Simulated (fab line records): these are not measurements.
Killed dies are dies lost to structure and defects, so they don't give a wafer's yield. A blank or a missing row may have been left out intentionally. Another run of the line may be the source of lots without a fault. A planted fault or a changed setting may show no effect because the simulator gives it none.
Matching of chambers | flow sky130 | SKY_PASSIVATION_ETCH_11 on rie diel-02 has 4 sister chambers
The step etches the open film in CF4/O2, stops on AlCu, target depth 725 nm, time 161.1 s. 27 wafers are shown with their chamber, then 12 later ones without.

EACH WAFER AND ITS CHAMBER
wafer  | chamber | drypump motor current A (A) | throttle valve pct (%) | oes product au (a.u.)
L076.1 | 1       | 5.2                         | 5.962                  | 0.975
L076.4 | 3       | 5.1                         | 5.976                  | 0.980
L076.5 | 1       | 5.2                         | 5.974                  | 0.991
L078.1 | 0       | 5.9                         | 5.972                  | 0.973
L078.2 | 1       | 5.2                         | 5.981                  | 0.971
L078.6 | 2       | 5.9                         | 5.968                  | 0.985
L079.3 | 2       | 5.8                         | 5.940                  | 0.983
L079.4 | 3       | 5.1                         | 5.972                  | 0.978
L079.5 | 0       | 5.9                         | 5.955                  | 0.990
L080.1 | 2       | 5.8                         | 5.972                  | 0.975
L080.2 | 1       | 5.2                         | 5.974                  | 0.989
L080.5 | 3       | 5.1                         | 5.967                  | 0.993
L081.2 | 0       | 5.9                         | 5.955                  | 0.976
L081.3 | 2       | 5.8                         | 5.958                  | 0.976
L081.6 | 3       | 5.1                         | 5.972                  | 0.979
L084.4 | 2       | 5.8                         | 5.969                  | 0.995
L084.5 | 3       | 5.1                         | 5.965                  | 0.971
L084.6 | 0       | 5.9                         | 5.958                  | 0.982
L085.2 | 0       | 5.9                         | 5.972                  | 0.971
L085.3 | 1       | 5.2                         | 5.968                  | 0.977
L085.6 | 1       | 5.2                         | 5.976                  | 0.979
L090.1 | 0       | 5.9                         | 5.965                  | 0.963
L090.2 | 1       | 5.2                         | 5.965                  | 0.976
L090.3 | 2       | 5.8                         | 5.956                  | 0.967
L090.4 | 3       | 5.1                         | 5.960                  | 0.966
L090.5 | 3       | 5.1                         | 5.975                  | 0.983
L090.6 | 2       | 5.8                         | 5.968                  | 0.985

SIGNATURES, as means of the wafers listed above
reading                 | chamber 0 | chamber 1 | chamber 2 | chamber 3 | scatter within a chamber
drypump motor current A | 5.900     | 5.200     | 5.814     | 5.100     | 0.0193
throttle valve pct      | 5.96283   | 5.97143   | 5.96157   | 5.96957   | 0.00819
oes product au          | 0.97583   | 0.97971   | 0.98086   | 0.97857   | 0.0086
Rule: for each reading, subtract the chamber's mean from the wafer's reading, divide by that reading's scatter and square the result; add these up over the readings and take the root, which gives the wafer's distance from the chamber. If the next closest chamber is less than 2 further off than the closest, the wafer can't be placed; otherwise it belongs to the closest. The scatter: the root of (the sum of the squares of (reading less its chamber's mean) over the shown wafers, divided by (wafers less chambers)).

WAFERS WITHOUT THEIR CHAMBER
wafer  | drypump motor current A (A) | throttle valve pct (%) | oes product au (a.u.)
L093.1 | 5.1                         | 5.980                  | 0.971
L093.2 | 5.8                         | 5.960                  | 0.982
L093.3 | 5.9                         | 5.957                  | 0.971
L093.4 | 5.2                         | 5.957                  | 0.990
L093.5 | 5.9                         | 5.965                  | 0.981
L093.6 | 5.2                         | 5.971                  | 0.973
L097.1 | 5.9                         | 5.953                  | 0.972
L097.2 | 5.1                         | 5.949                  | 0.968
L097.3 | 5.2                         | 5.961                  | 0.971
L097.4 | 5.8                         | 5.962                  | 0.979
L097.5 | 5.8                         | 5.966                  | 0.981
L097.6 | 5.2                         | 5.964                  | 0.961

THE CHAMBER EACH PASSED THROUGH
wafer  | from the rows above | in truth
L093.1 | 3                   | 3
L093.2 | 2                   | 2
L093.3 | 0                   | 0
L093.4 | 1                   | 1
L093.5 | 0                   | 0
L093.6 | 1                   | 1
L097.1 | 0                   | 0
L097.2 | 3                   | 3
L097.3 | 1                   | 1
L097.4 | 2                   | 2
L097.5 | 2                   | 2
L097.6 | 1                   | 1
Correctly placed: 12 of 12. Can't be placed from these rows: 0. Number placed wrongly: 0.
